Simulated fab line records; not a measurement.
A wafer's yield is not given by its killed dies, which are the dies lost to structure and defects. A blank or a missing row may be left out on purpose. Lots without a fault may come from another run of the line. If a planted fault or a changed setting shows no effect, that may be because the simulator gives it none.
Comparing a struck lot with a sound one / flow sky130 / 14 out of 708 route steps
Sound: wafers L377.1, L377.2, L377.6. Wafers L381.1, L381.2, L381.3 were the ones struck. Last of all comes the cause.
Order at every step that has rows: each side's tool, ch and its chambers, its first start. Under that, the readings that differ: sound wafers / struck wafers / difference of the means / sigmas: that difference in standard deviations of wafers without a fault.
alike: words and numbers the same on both sides, and readings whose means are apart by under 2 such deviations; not compared: readings that were withheld, readings missing a value for some wafer, numbers with overlapping values and no deviation given by the record, and bounds like >300 which may hide the same value.
The two part at a step that has a row with sigmas, a row that says differs or no value, or rows on one side only. Non-overlapping numbers with no deviation appear without sigmas and do not part them. Lack of a reading on every wafer of one side parts them only where that side has two or more wafers.

SKY_VIA3_CD_MEAS_12: target cd 200 nm.
  struck on cdSem-02, day 41 13:25; sound on cdSem-01, day 39 17:31
  alike: cdNm
SKY_VIA3_OVL_MEAS_13:
  struck on overlay-02, day 41 13:32; sound on overlay-01, day 39 17:39
  alike: VIA3_OVL
SKY_VIA3_ETCH_14: etches BARC in N2/H2, stops on SiO2, time 45.9 s, target depth 60 nm.
  sound on rieDiel-03 ch 0,1,2, day 39 17:41; struck on rieDiel-02 ch 0,2,3, day 41 13:34
  alike: drypumpMotorCurrentA, oesProductAu, throttleValvePct
  not compared: rfHoursCounterH
SKY_VIA3_ETCH_15: etches SiO2 in C4F8/O2/Ar, stops on TiN, target depth 507 nm, time 78 s.
  sound on rieDiel-03 ch 0,1,2, day 39 17:43; struck on rieDiel-02 ch 0,2,3, day 41 13:37
  alike: oesProductAu
  not compared: rfHoursCounterH
SKY_VIA3_STRIP_16: strips in O2/N2.
  sound on plasmaAsher-02 ch 0,1, day 39 17:47; struck on plasmaAsher-04 ch 0,1, day 41 13:41
  alike: drypumpMotorCurrentA, o2FlowSccm, oesProductAu, stripTimeToEndpointS
  not compared: rfHoursCounterH
then, 3 steps without rows for these wafers: SKY_VIA3_STRIP_17 (strips in post etch residue remover, time 1200 s); SKY_VIA3_CLEAN_18 (cleans in IPA, time 180 s); SKY_VIA3_CLEAN_19 (cleans in O3/DIW).
SKY_VIA3_SPUTTER_20: material TiN, target thk 20 nm, time 80 s.
  struck on pvdSputter-01, day 41 14:18; sound on pvdSputter-04, day 39 18:23
  alike: throttleValvePct
SKY_VIA3_CVD_21: deposits W, target thk 390 nm, time 117.31 s.
  sound on cvdW-02 ch 0,1, day 39 18:26; struck on cvdW-01 ch 0,1, day 41 14:22
  alike: heaterPowerW
SKY_VIA3_RS_MEAS_22: a four-point-probe measurement.
  struck on filmMetro-03, day 41 14:29; sound on filmMetro-02, day 39 18:34
  alike: VIA3_W_RS
SKY_VIA3_THK_MEAS_23: measures by xrf.
  struck on filmMetro-03, day 41 14:36; sound on filmMetro-02, day 39 18:41
  alike: VIA3_W_THK
SKY_VIA3_CMP_24: polishes, stops on SiO2, t overpolish 20 s, target thk 0 nm.
  sound on cmp-02 ch 1,2,3, day 39 18:44; struck on cmp-01 ch 0,1,2, day 41 14:52
reading=overpolishRunS (s); sound=19.997 20.005 20.016; struck=0.046 0.040 0.043; difference=-19.963; sigmas=-99 or more
reading=timeToEndpointS (s); sound=92 95 93; struck=150 152 151; difference=+58; sigmas=+14
  alike: motorCurrentA
-- the record jumps here: 6 days lie between the struck wafers' starts before and after (it left off in module VIA3 and takes up again in module PAD_OPEN, whose first step shown is number 708 of the route) --
SKY_PAD_OPEN_PROBE_99:
  struck on prober-02, day 47 08:52; sound on prober-02, day 45 19:01
reading=defectLimitedYield (%); sound=80.9 79.3 83.3; struck=0 0 0; difference=-81; sigmas=-43
reading=killed_at_M0_to_M3; sound=45 55 41; struck=435 440 446; difference=+393; sigmas=+58
reading=killedDies; sound=94 102 82; struck=492 492 492; difference=+399; sigmas=+43
reading=killedOnRim; sound=17 20 15; struck=96 96 96; difference=+79; sigmas=+21
reading=sort_bin_3_pad_short (%); sound=1.2 1.2 2.0; struck=80.3 84.1 83.1; difference=+81.0; sigmas=+99 or more
reading=sortNPass; sound=398 390 410; struck=0 0 0; difference=-399; sigmas=-43
reading=sortYieldPct (%); sound=80.9 79.3 83.3; struck=0 0 0; difference=-81; sigmas=-43
  alike: killed_at_M4_up, killedAtContacts, killedAtFrontEnd, killedAtOther, killedOpen, killedShort, sort_bin_5_function, sort_bin_6_memory

## WHERE THEY PART
Last at SKY_PAD_OPEN_PROBE_99 as far as this record goes, first at SKY_VIA3_CMP_24.

WHY: what had been put in by the simulator
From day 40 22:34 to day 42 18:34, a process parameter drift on cmp-01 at SKY_VIA3_CMP_24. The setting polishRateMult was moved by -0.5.
